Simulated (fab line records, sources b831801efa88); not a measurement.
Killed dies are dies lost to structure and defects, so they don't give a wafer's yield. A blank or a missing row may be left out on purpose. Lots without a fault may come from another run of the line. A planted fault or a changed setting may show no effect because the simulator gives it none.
A struck lot beside a sound one | flow sky130 | 32 steps out of a route of 708
Sound: wafers L124.1, L124.2, L124.5. Struck: wafer L142.4. (L142.2, L142.6 of the same lot were not struck and are left out.) The cause comes at the end.
At each step with rows: each side's tool, then ch and its chambers, then its first start. Under that, the readings that differ: sound wafers | struck wafers | difference of the means | sigmas: that difference in standard deviations of wafers without a fault.
alike: readings whose means differ by less than 2 such deviations, and words and numbers that are the same on both sides. not compared: withheld readings, readings that some wafer has no value for, bounds like >300 that may hide the same value, and numbers for which the record gives no deviation and whose values overlap.
The two part at a step that has a row with sigmas, a row that says differs or no value, or rows on one side only. Numbers that don't overlap but have no deviation are shown without sigmas and don't part them. A reading that every wafer of one side lacks parts them only if that side has two wafers or more.

first, 5 steps without rows for these wafers: SKY_VIA1_STRIP_17 (strips in post etch residue remover, time 1200 s); SKY_VIA1_CLEAN_18 (cleans in IPA, time 180 s); SKY_VIA1_CLEAN_19 (cleans in O3/DIW); SKY_VIA1_SPUTTER_20 (material TiN, target thk 20 nm, time 80 s); SKY_VIA1_CVD_21 (deposits W, target thk 270 nm, time 80.902 s).
SKY_VIA1_RS_MEAS_22: measures by four-point-probe.
  sound on film_metro-03, day 36 03:40; struck on film_metro-01, day 40 04:47
  reading            | sound             | struck | difference | sigmas
  VIA1_W_RS (ohm/sq) | 0.432 0.436 0.436 | 0.415  | -0.020     | -3
SKY_VIA1_THK_MEAS_23: measures by xrf.
  sound on film_metro-03, day 36 03:47; struck on film_metro-01, day 40 04:54
  reading         | sound       | struck | difference | sigmas
  VIA1_W_THK (nm) | 255 254 252 | 273    | +19        | +4
SKY_VIA1_CMP_24: polishes, stops on SiO2, t overpolish 15 s, target thk 0 nm.
  sound on cmp-02 ch 2,3, day 36 03:51; struck on cmp-01 ch 0, day 40 04:57
  alike: motor_current_A, overpolish_run_s, time_to_endpoint_s
SKY_METAL2_SPUTTER_00: material Ti, target thk 15 nm, time 10 s.
  sound on pvd_sputter-01, day 36 04:09; struck on pvd_sputter-01, day 40 05:15
  alike: cathode_dc_power_W, throttle_valve_pct
then, 2 steps without rows for these wafers: SKY_METAL2_SPUTTER_01 (material TiN, target thk 20 nm, time 16.7 s); SKY_METAL2_SPUTTER_02 (material AlCu, target thk 250 nm, time 13.3 s).
SKY_METAL2_SPUTTER_03: material Ti, target thk 5 nm, time 3.3 s.
  sound on pvd_sputter-01, day 36 04:13; struck on pvd_sputter-01, day 40 05:20
  alike: cathode_dc_power_W, throttle_valve_pct
SKY_METAL2_SPUTTER_04: material TiN, target thk 70 nm, time 58.3 s.
  sound on pvd_sputter-01, day 36 04:14; struck on pvd_sputter-01, day 40 05:20
  reading                                    | sound            | struck | difference | sigmas
  model.TiN_of_METAL2_SPUTTER_04.thk_nm (nm) | 70.3 69.25 69.52 | 78.65  | +8.96      |
  alike: cathode_dc_power_W, throttle_valve_pct
SKY_METAL2_RS_MEAS_05: measures by four-point-probe.
  sound on film_metro-03, day 36 04:17; struck on film_metro-02, day 40 05:25
  reading                 | sound                | struck | difference | sigmas
  METAL2_ALCU_RS (ohm/sq) | 0.1249 0.1250 0.1251 | 0.1280 | +0.0030    | +2
SKY_METAL2_THK_MEAS_06: measures by xrf.
  sound on film_metro-03, day 36 04:25; struck on film_metro-02, day 40 05:31
  reading              | sound             | struck | difference | sigmas
  METAL2_ALCU_THK (nm) | 247.2 248.5 247.6 | 240.4  | -7.4       | -3
then, 8 steps without rows for these wafers: SKY_METAL2_DEHYDRATE_07 (time 60 s); SKY_METAL2_HMDS_08 (prime time 60 s); SKY_METAL2_COAT_09 (resist thk 60 nm); SKY_METAL2_COAT_10 (resist thk 450 nm); SKY_METAL2_SOFTBAKE_11 (time 90 s); SKY_METAL2_EXPOSE_12 (exposes mask MM2, target cd 140 nm); SKY_METAL2_PEB_13; SKY_METAL2_DEVELOP_14 (develop time 60 s).
SKY_METAL2_CD_MEAS_15: target cd 140 nm.
  sound on cd_sem-02, day 37 06:33; struck on cd_sem-01, day 41 06:33
  alike: cd_nm
SKY_METAL2_OVL_MEAS_16:
  sound on overlay-02, day 37 06:40; struck on overlay-01, day 41 06:40
  alike: METAL2_OVL
then, 1 step without rows for these wafers: SKY_METAL2_DESCUM_17 (chemistry O2, time 8 s).
SKY_METAL2_ETCH_18: etches BARC in N2/H2, stops on SiO2, time 45.9 s, target depth 60 nm.
  sound on rie_metal-03 ch 1, day 37 06:46; struck on rie_metal-03 ch 1, day 41 06:43
  alike: drypump_motor_current_A, he_backside_leak_sccm, oes_product_au, throttle_valve_pct
  not compared: rf_hours_counter_h
SKY_METAL2_METAL_ETCH_19: etches the open film in Cl2/BCl3, stops on SiO2, target depth 360 nm, time 78 s.
  sound on rie_metal-03 ch 1, day 37 06:54; struck on rie_metal-03 ch 1, day 41 06:47
  alike: drypump_motor_current_A, he_backside_leak_sccm, oes_product_au, throttle_valve_pct
  not compared: rf_hours_counter_h
then, 1 step without rows for these wafers: SKY_METAL2_STRIP_20 (strips in O2/N2).
SKY_METAL2_STRIP_21: strips in post etch residue remover, time 1200 s.
  sound on wet_bench-04 ch 0, day 37 07:11; struck on wet_bench-04 ch 0, day 41 06:58
  reading                                    | sound             | struck | difference | sigmas
  model.TiN_of_METAL2_SPUTTER_04.thk_nm (nm) | 69.89 68.83 69.11 | 78.23  | +8.95      |
  alike: bath_heat_duty_pct
then, 1 step without rows for these wafers: SKY_METAL2_CLEAN_22 (cleans in IPA, time 180 s).
-- the record jumps here: 9 days lie between the struck wafers' starts before and after (it left off in module METAL2 and takes up again in module PAD_OPEN, whose first step shown is number 708 of the route) --
SKY_PAD_OPEN_PROBE_99:
  the record has rows for the struck wafers here (prober-02, day 50 09:10) and none for the sound ones

WHERE THEY PART
First at SKY_VIA1_RS_MEAS_22; last, within this record, at SKY_PAD_OPEN_PROBE_99.

WHY: what the simulator had put in
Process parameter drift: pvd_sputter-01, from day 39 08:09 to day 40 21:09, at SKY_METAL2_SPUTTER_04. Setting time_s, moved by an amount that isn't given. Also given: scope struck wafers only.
